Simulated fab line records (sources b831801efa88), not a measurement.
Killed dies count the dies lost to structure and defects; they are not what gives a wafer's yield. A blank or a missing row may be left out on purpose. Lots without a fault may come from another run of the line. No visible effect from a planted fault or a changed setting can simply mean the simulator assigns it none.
fab line records || flow gf180mcu
[record] {"lots": 6, "wafers": 18, "last_day": 34}
route steps=602 shown DUAL_GATE@154 POLY_GATE@157
lots with no fault: from the same line, run without faults
start_h: hours from the record's opening day to when the first of the lot's shown wafers began || wait_h: time in hours since the lot's previous step || " unchanged from the row above || L1.1+2: a single row standing in for several wafers || - either no value or no given start || * or withheld: withheld || < > ~ a bound
route shown NAME@n: NAME is a module with steps in the file, n the number in the route of the first one || usual: the fault-free wafers' mean and standard deviation || same: alike in all rows || chamber/n: place in a boat || sites: per-site readings || _std_site: standard deviation of those values || _edge_site: inner sites' mean taken away from outer sites' mean || radius_mm: how far each site lies from the wafer's centre || mask NAME#n: copy n || behind: the most recent tool/chamber to have shaped the wafer || hold: cause of the lot's hold/its duration in hours/its outcome || device: the transistor (n, p or np) that didn't switch || end of line: tests run on the same wafers once the route is complete || a step without rows: its recipe alone || killed: dies lost to structure and defects at the first sort, not the wafer's yield || map: a wafer's dies, x killed, . not, _ none there
set.NAME: the setting that was run; set.NAME@STEP: the one run at that earlier step || model.NAME: the simulator's own value behind a step, which no gauge read
lots at selected steps of the route; one table per step, one row per wafer
services: a tool's chamber out of use, with start hour (start_h, from the record's first day; less than 0 if before it), hours out, and reason
[[steps]]
[step GF_DUAL_GATE_STRIP_13]
[recipe] {"chemistry": "O2/N2", "power_w": 1400, "pressure_mtorr": 1500, "platen_temp_c": 250, "o2_flow_sccm": 3000, "n2_flow_sccm": 300, "overash_fraction": 0.5}
[usual] {"drypump_motor_current_A": "5.8/0.38", "heater_power_w": "333/38", "oes_product_au": "0.717/0.0046", "strip_time_to_endpoint_s": "12.630/0.03"}
{"lot.wafer": "L270.2", "tool": "plasma_asher-01", "chamber": 0, "start_h": 199.12, "wait_h": 0.0, "drypump_motor_current_A": 6.4, "heater_power_w": 376, "oes_product_au": 0.712, "rf_hours_counter_h": 8, "strip_time_to_endpoint_s": 12.648}
{"lot.wafer": "L270.3", "tool": "plasma_asher-01", "chamber": 1, "start_h": 199.12, "wait_h": 0.0, "drypump_motor_current_A": 5.6, "heater_power_w": 328, "oes_product_au": 0.718, "rf_hours_counter_h": "-", "strip_time_to_endpoint_s": 12.605}
{"lot.wafer": "L270.4", "tool": "plasma_asher-01", "chamber": 0, "start_h": 199.12, "wait_h": 0.0, "drypump_motor_current_A": 6.4, "heater_power_w": 371, "oes_product_au": 0.725, "rf_hours_counter_h": "-", "strip_time_to_endpoint_s": 12.640}
{"lot.wafer": "L276.1", "tool": "plasma_asher-01", "chamber": 0, "start_h": 235.08, "wait_h": 0.0, "drypump_motor_current_A": 6.4, "heater_power_w": 374, "oes_product_au": 0.717, "rf_hours_counter_h": 12, "strip_time_to_endpoint_s": 12.634}
{"lot.wafer": "L276.2", "tool": "plasma_asher-01", "chamber": 1, "start_h": 235.08, "wait_h": 0.0, "drypump_motor_current_A": 5.6, "heater_power_w": 328, "oes_product_au": 0.719, "rf_hours_counter_h": 12, "strip_time_to_endpoint_s": 12.623}
{"lot.wafer": "L276.5", "tool": "plasma_asher-01", "chamber": 0, "start_h": 235.08, "wait_h": 0.0, "drypump_motor_current_A": 6.4, "heater_power_w": 377, "oes_product_au": 0.720, "rf_hours_counter_h": "-", "strip_time_to_endpoint_s": 12.606}
{"lot.wafer": "L281.1", "tool": "plasma_asher-03", "chamber": 0, "start_h": 272.10, "wait_h": 0.0, "drypump_motor_current_A": 5.5, "heater_power_w": 330, "oes_product_au": 0.710, "rf_hours_counter_h": 60, "strip_time_to_endpoint_s": 12.595}
{"lot.wafer": "L281.4", "tool": "plasma_asher-03", "chamber": 0, "start_h": 272.10, "wait_h": 0.0, "drypump_motor_current_A": 5.5, "heater_power_w": 324, "oes_product_au": 0.709, "rf_hours_counter_h": "-", "strip_time_to_endpoint_s": 12.579}
{"lot.wafer": "L281.6", "tool": "plasma_asher-03", "chamber": 0, "start_h": 272.10, "wait_h": 0.0, "drypump_motor_current_A": 5.5, "heater_power_w": 322, "oes_product_au": 0.714, "rf_hours_counter_h": "-", "strip_time_to_endpoint_s": 12.613}
{"lot.wafer": "L282.1", "tool": "plasma_asher-01", "chamber": 0, "start_h": 278.21, "wait_h": 0.0, "drypump_motor_current_A": 6.5, "heater_power_w": 374, "oes_product_au": 0.718, "rf_hours_counter_h": 17, "strip_time_to_endpoint_s": 12.601}
{"lot.wafer": "L282.2", "tool": "plasma_asher-01", "chamber": 1, "start_h": 278.21, "wait_h": 0.0, "drypump_motor_current_A": 5.6, "heater_power_w": 326, "oes_product_au": 0.717, "rf_hours_counter_h": 17, "strip_time_to_endpoint_s": 12.617}
{"lot.wafer": "L282.3", "tool": "plasma_asher-01", "chamber": 1, "start_h": 278.21, "wait_h": 0.0, "drypump_motor_current_A": 5.6, "heater_power_w": 321, "oes_product_au": 0.716, "rf_hours_counter_h": "-", "strip_time_to_endpoint_s": 12.570}
{"lot.wafer": "L285.1", "tool": "plasma_asher-04", "chamber": 0, "start_h": 298.89, "wait_h": 0.0, "drypump_motor_current_A": 6.2, "heater_power_w": 396, "oes_product_au": 0.713, "rf_hours_counter_h": 50, "strip_time_to_endpoint_s": 12.600}
{"lot.wafer": "L285.2", "tool": "plasma_asher-04", "chamber": 1, "start_h": 298.89, "wait_h": 0.0, "drypump_motor_current_A": 5.5, "heater_power_w": 296, "oes_product_au": 0.719, "rf_hours_counter_h": 50, "strip_time_to_endpoint_s": 12.616}
{"lot.wafer": "L285.5", "tool": "plasma_asher-04", "chamber": 0, "start_h": 298.89, "wait_h": 0.0, "drypump_motor_current_A": 6.2, "heater_power_w": 399, "oes_product_au": 0.715, "rf_hours_counter_h": "-", "strip_time_to_endpoint_s": 12.592}
{"lot.wafer": "L288.2", "tool": "plasma_asher-03", "chamber": 1, "start_h": 321.01, "wait_h": 0.0, "drypump_motor_current_A": 5.7, "heater_power_w": 282, "oes_product_au": 0.726, "rf_hours_counter_h": 65, "strip_time_to_endpoint_s": 12.618}
{"lot.wafer": "L288.4", "tool": "plasma_asher-03", "chamber": 1, "start_h": 321.01, "wait_h": 0.0, "drypump_motor_current_A": 5.7, "heater_power_w": 285, "oes_product_au": 0.711, "rf_hours_counter_h": "-", "strip_time_to_endpoint_s": 12.609}
{"lot.wafer": "L288.5", "tool": "plasma_asher-03", "chamber": 0, "start_h": 321.01, "wait_h": 0.0, "drypump_motor_current_A": 5.5, "heater_power_w": 326, "oes_product_au": 0.713, "rf_hours_counter_h": "-", "strip_time_to_endpoint_s": 12.595}
[step GF_DUAL_GATE_CLEAN_14]
[recipe] {"chemistry": "SC1/SC2", "mix": "1:4:20", "temp_c": 70, "time_s": 150, "dry": "n2_spin"}
[step GF_DUAL_GATE_OXIDATION_15]
[recipe] {"temp_c": 850, "ambient": "O2", "stabilise_s": 600, "purge_s": 300, "target_thk_a": 70.98, "ox_time_s": 1995}
[step GF_POLY_GATE_CVD_00]
[recipe] {"material": "poly-Si", "target_thk_nm": 200, "temp_c": 620, "time_s": 1200, "pressure_mtorr": 200}
[step GF_POLY_GATE_THK_MEAS_01]
[recipe] {"reads": "poly-Si_of_POLY_GATE_CVD_00"}
[usual] {"POLY_GATE_CVD_00_THK": "199.8/1.8"}
{"lot.wafer": "L270.2", "tool": "film_metro-02", "chamber": "-", "start_h": 202.86, "wait_h": 0.0, "POLY_GATE_CVD_00_THK[nm]": 198.0}
{"lot.wafer": "L270.3", "tool": "film_metro-02", "chamber": "-", "start_h": 202.86, "wait_h": 0.0, "POLY_GATE_CVD_00_THK[nm]": 198.1}
{"lot.wafer": "L270.4", "tool": "film_metro-02", "chamber": "-", "start_h": 202.86, "wait_h": 0.0, "POLY_GATE_CVD_00_THK[nm]": 197.4}
{"lot.wafer": "L276.1", "tool": "film_metro-02", "chamber": "-", "start_h": 239.16, "wait_h": 0.0, "POLY_GATE_CVD_00_THK[nm]": 197.4}
{"lot.wafer": "L276.2", "tool": "film_metro-02", "chamber": "-", "start_h": 239.16, "wait_h": 0.0, "POLY_GATE_CVD_00_THK[nm]": 197.3}
{"lot.wafer": "L276.5", "tool": "film_metro-02", "chamber": "-", "start_h": 239.16, "wait_h": 0.0, "POLY_GATE_CVD_00_THK[nm]": 198.2}
{"lot.wafer": "L281.1", "tool": "film_metro-04", "chamber": "-", "start_h": 275.14, "wait_h": 0.0, "POLY_GATE_CVD_00_THK[nm]": 199.5}
{"lot.wafer": "L281.4", "tool": "film_metro-04", "chamber": "-", "start_h": 275.14, "wait_h": 0.0, "POLY_GATE_CVD_00_THK[nm]": 199.1}
{"lot.wafer": "L281.6", "tool": "film_metro-04", "chamber": "-", "start_h": 275.14, "wait_h": 0.0, "POLY_GATE_CVD_00_THK[nm]": 199.5}
{"lot.wafer": "L282.1", "tool": "film_metro-03", "chamber": "-", "start_h": 281.30, "wait_h": 0.0, "POLY_GATE_CVD_00_THK[nm]": 198.4}
{"lot.wafer": "L282.2", "tool": "film_metro-03", "chamber": "-", "start_h": 281.30, "wait_h": 0.0, "POLY_GATE_CVD_00_THK[nm]": 197.6}
{"lot.wafer": "L282.3", "tool": "film_metro-03", "chamber": "-", "start_h": 281.30, "wait_h": 0.0, "POLY_GATE_CVD_00_THK[nm]": 198.3}
{"lot.wafer": "L285.1", "tool": "film_metro-04", "chamber": "-", "start_h": 302.23, "wait_h": 0.0, "POLY_GATE_CVD_00_THK[nm]": 201.2}
{"lot.wafer": "L285.2", "tool": "film_metro-04", "chamber": "-", "start_h": 302.23, "wait_h": 0.0, "POLY_GATE_CVD_00_THK[nm]": 201.8}
{"lot.wafer": "L285.5", "tool": "film_metro-04", "chamber": "-", "start_h": 302.23, "wait_h": 0.0, "POLY_GATE_CVD_00_THK[nm]": 201.1}
{"lot.wafer": "L288.2", "tool": "film_metro-03", "chamber": "-", "start_h": 324.80, "wait_h": 0.0, "POLY_GATE_CVD_00_THK[nm]": 200.8}
{"lot.wafer": "L288.4", "tool": "film_metro-03", "chamber": "-", "start_h": 324.80, "wait_h": 0.0, "POLY_GATE_CVD_00_THK[nm]": 199.8}
{"lot.wafer": "L288.5", "tool": "film_metro-03", "chamber": "-", "start_h": 324.80, "wait_h": 0.0, "POLY_GATE_CVD_00_THK[nm]": 200.7}
[step GF_POLY_GATE_DEHYDRATE_02]
[recipe] {"temp_c": 200, "time_s": 60}
[step GF_POLY_GATE_HMDS_03]
[recipe] {"prime_time_s": 60, "prime_temp_c": 120}
[step GF_POLY_GATE_COAT_04]
[recipe] {"resist": "BARC", "temp_c": "withheld", "time_s": "withheld", "spin_rpm": "withheld", "resist_thk_nm": "withheld"}
[step GF_POLY_GATE_COAT_05]
[recipe] {"resist": "KrF", "spin_rpm": "withheld", "resist_thk_nm": 700}
[step GF_POLY_GATE_SOFTBAKE_06]
[recipe] {"temp_c": 130, "time_s": 60, "resist": "KrF"}
[step GF_POLY_GATE_EXPOSE_07]
[recipe] {"mask_id": "Poly2", "target_cd_nm": 280, "na": 0.68, "source_shape": "conventional", "sigma_outer": 0.6, "dose_mj": 28}
[step GF_POLY_GATE_PEB_08]
[recipe] {"peb_temp_c": 135, "peb_time_s": 90, "resist": "KrF"}
[step GF_POLY_GATE_DEVELOP_09]
[recipe] {"develop_time_s": 60, "resist": "KrF", "dev_temp_c": 21}
[usual] {"chill_plate_temp_C": "23.00/0.1", "develop_time_s": "60/0"}
{"lot.wafer": "L270.2", "tool": "litho_track-04", "chamber": 0, "start_h": 220.20, "wait_h": 0.2, "chill_plate_temp_C": 23.17, "develop_time_s": 60, "model.KrF_of_POLY_GATE_COAT_05.thk_nm": 685.7}
{"lot.wafer": "L270.3", "tool": "litho_track-04", "chamber": 0, "start_h": 220.20, "wait_h": 0.2, "chill_plate_temp_C": 23.18, "develop_time_s": 60, "model.KrF_of_POLY_GATE_COAT_05.thk_nm": 685.8}
{"lot.wafer": "L270.4", "tool": "litho_track-04", "chamber": 0, "start_h": 220.20, "wait_h": 0.2, "chill_plate_temp_C": 22.96, "develop_time_s": 60, "model.KrF_of_POLY_GATE_COAT_05.thk_nm": 687.8}
{"lot.wafer": "L276.1", "tool": "litho_track-01", "chamber": 0, "start_h": 257.46, "wait_h": 0.2, "chill_plate_temp_C": 22.80, "develop_time_s": 60, "model.KrF_of_POLY_GATE_COAT_05.thk_nm": 687.3}
{"lot.wafer": "L276.2", "tool": "litho_track-01", "chamber": 0, "start_h": 257.46, "wait_h": 0.2, "chill_plate_temp_C": 22.91, "develop_time_s": 60, "model.KrF_of_POLY_GATE_COAT_05.thk_nm": 685.1}
{"lot.wafer": "L276.5", "tool": "litho_track-01", "chamber": 0, "start_h": 257.46, "wait_h": 0.2, "chill_plate_temp_C": 23.00, "develop_time_s": 60, "model.KrF_of_POLY_GATE_COAT_05.thk_nm": 686.2}
{"lot.wafer": "L281.1", "tool": "litho_track-04", "chamber": "-", "start_h": 294.52, "wait_h": 0.2, "chill_plate_temp_C": "-", "develop_time_s": "-", "model.KrF_of_POLY_GATE_COAT_05.thk_nm": 704.1}
{"lot.wafer": "L281.4", "tool": "litho_track-04", "chamber": "-", "start_h": 294.52, "wait_h": 0.2, "chill_plate_temp_C": "-", "develop_time_s": "-", "model.KrF_of_POLY_GATE_COAT_05.thk_nm": 702.4}
{"lot.wafer": "L281.6", "tool": "litho_track-04", "chamber": "-", "start_h": 294.52, "wait_h": 0.2, "chill_plate_temp_C": "-", "develop_time_s": "-", "model.KrF_of_POLY_GATE_COAT_05.thk_nm": 700.8}
{"lot.wafer": "L282.1", "tool": "litho_track-04", "chamber": "-", "start_h": 301.22, "wait_h": 0.2, "chill_plate_temp_C": "-", "develop_time_s": "-", "model.KrF_of_POLY_GATE_COAT_05.thk_nm": 700.9}
{"lot.wafer": "L282.2", "tool": "litho_track-04", "chamber": "-", "start_h": 301.22, "wait_h": 0.2, "chill_plate_temp_C": "-", "develop_time_s": "-", "model.KrF_of_POLY_GATE_COAT_05.thk_nm": 700.9}
{"lot.wafer": "L282.3", "tool": "litho_track-04", "chamber": "-", "start_h": 301.22, "wait_h": 0.2, "chill_plate_temp_C": "-", "develop_time_s": "-", "model.KrF_of_POLY_GATE_COAT_05.thk_nm": 702.4}
{"lot.wafer": "L285.1", "tool": "litho_track-01", "chamber": 0, "start_h": 322.80, "wait_h": 0.2, "chill_plate_temp_C": 23.09, "develop_time_s": 60, "model.KrF_of_POLY_GATE_COAT_05.thk_nm": 683.8}
{"lot.wafer": "L285.2", "tool": "litho_track-01", "chamber": 0, "start_h": 322.80, "wait_h": 0.2, "chill_plate_temp_C": 22.97, "develop_time_s": 60, "model.KrF_of_POLY_GATE_COAT_05.thk_nm": 683}
{"lot.wafer": "L285.5", "tool": "litho_track-01", "chamber": 0, "start_h": 322.80, "wait_h": 0.2, "chill_plate_temp_C": 22.83, "develop_time_s": 60, "model.KrF_of_POLY_GATE_COAT_05.thk_nm": 684.5}
{"lot.wafer": "L288.2", "tool": "litho_track-01", "chamber": 0, "start_h": 346.43, "wait_h": 0.2, "chill_plate_temp_C": 22.82, "develop_time_s": 60, "model.KrF_of_POLY_GATE_COAT_05.thk_nm": 687.2}
{"lot.wafer": "L288.4", "tool": "litho_track-01", "chamber": 0, "start_h": 346.43, "wait_h": 0.2, "chill_plate_temp_C": 22.98, "develop_time_s": 60, "model.KrF_of_POLY_GATE_COAT_05.thk_nm": 687.4}
{"lot.wafer": "L288.5", "tool": "litho_track-01", "chamber": 0, "start_h": 346.43, "wait_h": 0.2, "chill_plate_temp_C": 22.79, "develop_time_s": 60, "model.KrF_of_POLY_GATE_COAT_05.thk_nm": 686.3}
[step GF_POLY_GATE_CD_MEAS_10]
[recipe] {"target_cd_nm": 280}
[usual] {"cd_nm": "280.1/1.1"}
{"lot.wafer": "L270.2", "tool": "cd_sem-02", "chamber": "-", "start_h": 220.35, "wait_h": 0.1, "cd_nm": 281.2}
{"lot.wafer": "L270.3", "tool": "cd_sem-02", "chamber": "-", "start_h": 220.35, "wait_h": 0.1, "cd_nm": 280.2}
{"lot.wafer": "L270.4", "tool": "cd_sem-02", "chamber": "-", "start_h": 220.35, "wait_h": 0.1, "cd_nm": 278.8}
{"lot.wafer": "L276.1", "tool": "cd_sem-01", "chamber": "-", "start_h": 257.61, "wait_h": 0.1, "cd_nm": 281.2}
{"lot.wafer": "L276.2", "tool": "cd_sem-01", "chamber": "-", "start_h": 257.61, "wait_h": 0.1, "cd_nm": 280.5}
{"lot.wafer": "L276.5", "tool": "cd_sem-01", "chamber": "-", "start_h": 257.61, "wait_h": 0.1, "cd_nm": 281.3}
{"lot.wafer": "L281.1", "tool": "cd_sem-02", "chamber": "-", "start_h": 294.67, "wait_h": 0.1, "cd_nm": "-"}
{"lot.wafer": "L281.4", "tool": "cd_sem-02", "chamber": "-", "start_h": 294.67, "wait_h": 0.1, "cd_nm": "-"}
{"lot.wafer": "L281.6", "tool": "cd_sem-02", "chamber": "-", "start_h": 294.67, "wait_h": 0.1, "cd_nm": "-"}
{"lot.wafer": "L282.1", "tool": "cd_sem-01", "chamber": "-", "start_h": 301.37, "wait_h": 0.1, "cd_nm": "-"}
{"lot.wafer": "L282.2", "tool": "cd_sem-01", "chamber": "-", "start_h": 301.37, "wait_h": 0.1, "cd_nm": "-"}
{"lot.wafer": "L282.3", "tool": "cd_sem-01", "chamber": "-", "start_h": 301.37, "wait_h": 0.1, "cd_nm": "-"}
{"lot.wafer": "L285.1", "tool": "cd_sem-01", "chamber": "-", "start_h": 322.95, "wait_h": 0.1, "cd_nm": 282.3}
{"lot.wafer": "L285.2", "tool": "cd_sem-01", "chamber": "-", "start_h": 322.95, "wait_h": 0.1, "cd_nm": 281.1}
{"lot.wafer": "L285.5", "tool": "cd_sem-01", "chamber": "-", "start_h": 322.95, "wait_h": 0.1, "cd_nm": 282.0}
{"lot.wafer": "L288.2", "tool": "cd_sem-02", "chamber": "-", "start_h": 346.57, "wait_h": 0.1, "cd_nm": 279.9}
{"lot.wafer": "L288.4", "tool": "cd_sem-02", "chamber": "-", "start_h": 346.57, "wait_h": 0.1, "cd_nm": 279.9}
{"lot.wafer": "L288.5", "tool": "cd_sem-02", "chamber": "-", "start_h": 346.57, "wait_h": 0.1, "cd_nm": 277.9}
[[services]]
{"tool": "plasma_asher-01", "chamber": "-", "start_h": 195.09, "hours": 0.8, "kind": "repair"}
{"tool": "plasma_asher-03", "chamber": "-", "start_h": 266.78, "hours": 4.6, "kind": "repair"}
{"tool": "litho_track-01", "chamber": "-", "start_h": 274.22, "hours": "-", "kind": "consumable_replace:filter"}
{"tool": "plasma_asher-04", "chamber": "-", "start_h": 275.27, "hours": 3.5, "kind": "repair"}
{"tool": "plasma_asher-01", "chamber": "-", "start_h": 283.28, "hours": 0.6, "kind": "repair"}
{"tool": "plasma_asher-01", "chamber": "-", "start_h": 298.60, "hours": 5.2, "kind": "repair"}
{"tool": "plasma_asher-03", "chamber": "-", "start_h": 301.17, "hours": 0.7, "kind": "repair"}
{"tool": "plasma_asher-04", "chamber": "-", "start_h": 306.32, "hours": 2.8, "kind": "repair"}
{"tool": "plasma_asher-01", "chamber": "-", "start_h": 328.88, "hours": 1.6, "kind": "repair"}
{"tool": "plasma_asher-04", "chamber": "-", "start_h": 344.65, "hours": 7.1, "kind": "pm"}
[[key]]
[first_sign] {"step": "GF_POLY_GATE_DEVELOP_09", "reading": "tool_record", "direction": "missing"}
effect none on later readings
[model_effect] {"step": "GF_POLY_GATE_DEVELOP_09", "value": "KrF_of_POLY_GATE_COAT_05.thk_nm", "without": 687, "struck": 701.9}
met_at GF_POLY_GATE_DEVELOP_09
struck_wafers L281.1,L281.4,L281.6,L282.1,L282.2,L282.3
later_rows_left_out L281.1,L281.4,L281.6,L282.1,L282.2,L282.3
sort_left_out L281.1,L281.4,L281.6,L282.1,L282.2,L282.3
tester_left_out L281,L282
onset_between 220.20 294.52
[fault] {"kind": "skipped_step_whole", "tool": "litho_track-04", "chamber": "-", "onset_h": 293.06, "steps": "GF_POLY_GATE_DEVELOP_09", "scope": "struck_lots_only"}
// tester_left_out: of these lots the tester's yield and bins aren't shown, on N5 and GAA mostly nor the transistor test; their killed dies are dies lost to structure and defects alone, not to doping, threshold or leakage, so they don't give the yield
// sort_left_out: the simulated sort isn't trusted on such a fault, so these wafers' sort isn't shown, and their yield isn't known
// later_rows_left_out: the simulator's readings of these wafers behind a module that went badly wrong aren't trusted and aren't shown, but for the sort
